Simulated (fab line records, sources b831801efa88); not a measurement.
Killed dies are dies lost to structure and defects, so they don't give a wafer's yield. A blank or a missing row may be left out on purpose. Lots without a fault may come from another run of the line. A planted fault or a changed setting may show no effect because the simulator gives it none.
Which tool did it? | flow sky130 | 10 lots, 30 wafers sampled, at 2 steps of a route of 708

WHAT THE GAUGES READ, wafer by wafer
SKY_METAL1_RS_MEAS_05: measures by four-point-probe.
lot  | measured     | on            | METAL1_ALCU_RS (ohm/sq)
L797 | day 31 19:08 | film_metro-02 | 0.1265 0.1256 0.1254
L798 | day 31 20:17 | film_metro-02 | 0.1243 0.1239 0.1261
L800 | day 32 18:50 | film_metro-03 | 0.1251 0.1240 0.1263
L802 | day 32 19:10 | film_metro-04 | 0.1274 0.1285 0.1295
L803 | day 34 00:48 | film_metro-03 | 0.1032 0.1031 0.1024
L807 | day 35 01:57 | film_metro-02 | 0.1008 0.1005 0.1013
L816 | day 38 07:41 | film_metro-04 | 0.1259 0.1268 0.1266
L817 | day 38 11:26 | film_metro-03 | 0.1259 0.1244 0.1254
L819 | day 38 15:21 | film_metro-03 | 0.1278 0.1262 0.1271
L820 | day 38 18:43 | film_metro-02 | 0.1276 0.1282 0.1278

WHICH TOOL RAN EACH LOT (tool, then ch and the chambers of the sampled wafers, then the start)
lot  | SKY_METAL1_SPUTTER_02
L797 | pvd_sputter-02, day 31 19:02
L798 | pvd_sputter-02, day 31 20:09
L800 | pvd_sputter-02, day 32 18:45
L802 | pvd_sputter-01, day 32 19:03
L803 | pvd_sputter-02, day 34 00:43
L807 | pvd_sputter-02, day 35 01:50
L816 | pvd_sputter-02, day 38 07:35
L817 | pvd_sputter-02, day 38 11:21
L819 | pvd_sputter-01, day 38 15:14
L820 | pvd_sputter-02, day 38 18:36
- SKY_METAL1_SPUTTER_02: material AlCu, target thk 250 nm, time 13.3 s.

THE ANSWER, worked out from the rows above alone
Rule: what is usual is taken from the lots themselves. Put in order of their means at a reading, lots are off if they are a third of the lots or fewer, leave a main group of 4 or more, and stand apart from it by a gap of 3 or more times the standard deviation of the main group's means; of several such gaps the widest counts. A main group whose means are all the same, to the digits that the tables above print for the reading, isn't used. A lot without any number at a reading at which 4 lots or more have one is off too. The other lots that the step has rows for count as sound.
Off: L803, L807, at SKY_METAL1_RS_MEAS_05 (METAL1_ALCU_RS). The main group: mean 0.1263 ohm/sq, standard deviation 0.0013.
A tool fits if, at a process step before that reading, it ran every lot that is off, and no sound lot after the first of them. The gauges at SKY_METAL1_RS_MEAS_05 are tried like those tools. None of those tried fits.

WHAT THE SIMULATOR HAD PUT IN
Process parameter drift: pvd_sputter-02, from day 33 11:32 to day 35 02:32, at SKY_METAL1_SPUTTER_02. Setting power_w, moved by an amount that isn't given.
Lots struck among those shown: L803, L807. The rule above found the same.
